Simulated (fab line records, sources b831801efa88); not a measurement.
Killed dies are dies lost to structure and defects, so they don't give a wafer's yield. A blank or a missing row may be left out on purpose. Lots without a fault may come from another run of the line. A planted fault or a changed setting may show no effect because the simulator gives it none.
Chamber matching | flow gf180mcu | GF_STI_CMP_25 on cmp-02: 4 sister chambers
The step polishes, stops on Si3N4, t overpolish 33 s, target thk 524.6 nm. 18 wafers are shown with their chamber, then 9 later ones without.

WAFERS WITH THEIR CHAMBER
wafer  | chamber | motor_current_A (A) | time_to_endpoint_s (s) | edge_zone_pressure_frac
L258.2 | 3       | 14.0                | 126                    | 0.995
L258.3 | 2       | 11.9                | 113                    | 1.000
L258.6 | 1       | 11.2                | 118                    | 1.002
L259.1 | 1       | 11.7                | 115                    | 0.999
L259.2 | 3       | 13.2                | 125                    | 1.000
L259.3 | 2       | 12.3                | 115                    | 1.005
L262.2 | 0       | 11.8                | 126                    | 1.001
L262.4 | 1       | 11.4                | 122                    | 1.001
L262.6 | 0       | 11.7                | 131                    | 1.006
L267.1 | 0       | 11.5                | 124                    | 0.999
L267.2 | 3       | 13.5                | 124                    | 1.002
L267.5 | 3       | 13.5                | 126                    | 0.999
L270.1 | 3       | 13.4                | 122                    | 1.000
L270.2 | 2       | 12.6                | 118                    | 0.998
L270.5 | 2       | 12.5                | 115                    | 1.004
L271.1 | 3       | 13.0                | 129                    | 0.998
L271.2 | 1       | 11.5                | 123                    | 1.000
L271.6 | 0       | 11.8                | 129                    | 1.008

SIGNATURES (means of the wafers above)
reading                 | chamber 0 | chamber 1 | chamber 2 | chamber 3 | scatter within a chamber
motor_current_A         | 11.700    | 11.450    | 12.325    | 13.433    | 0.274
time_to_endpoint_s      | 127.50    | 119.50    | 115.25    | 125.33    | 2.8
edge_zone_pressure_frac | 1.00350   | 1.00050   | 1.00175   | 0.99900   | 0.00291
Rule: a wafer's distance from a chamber is the root of the sum, over the readings, of the square of ((its reading less the chamber's mean) divided by the reading's scatter). The wafer belongs to the nearest chamber; if the next one is less than 2 further off, it can't be placed. The scatter: the root of (the sum of the squares of (reading less its chamber's mean) over the shown wafers, divided by (wafers less chambers)).

WAFERS WITHOUT THEIR CHAMBER
wafer  | motor_current_A (A) | time_to_endpoint_s (s) | edge_zone_pressure_frac
L273.2 | 11.2                | 120                    | 1.002
L273.5 | 13.5                | 125                    | 0.998
L273.6 | 11.9                | 116                    | 1.001
L275.1 | 11.3                | 121                    | 1.000
L275.3 | 11.9                | 127                    | 0.997
L275.4 | 11.8                | 118                    | 0.999
L276.1 | 11.3                | 129                    | 0.999
L276.4 | 13.6                | 125                    | 0.997
L276.5 | 12.3                | 117                    | 1.002

WHICH CHAMBER EACH WENT THROUGH
wafer  | from the rows above     | in truth
L273.2 | 1                       | 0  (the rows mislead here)
L273.5 | 3                       | 3
L273.6 | can't be placed: 2 or 1 | 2
L275.1 | 1                       | 1
L275.3 | can't be placed: 0 or 1 | 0
L275.4 | can't be placed: 1 or 2 | 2
L276.1 | can't be placed: 0 or 1 | 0
L276.4 | 3                       | 3
L276.5 | 2                       | 2
Placed correctly: 4 of 9. Can't be placed from these rows: 4 (the true chamber is among the candidates in 4). Placed wrongly: 1.
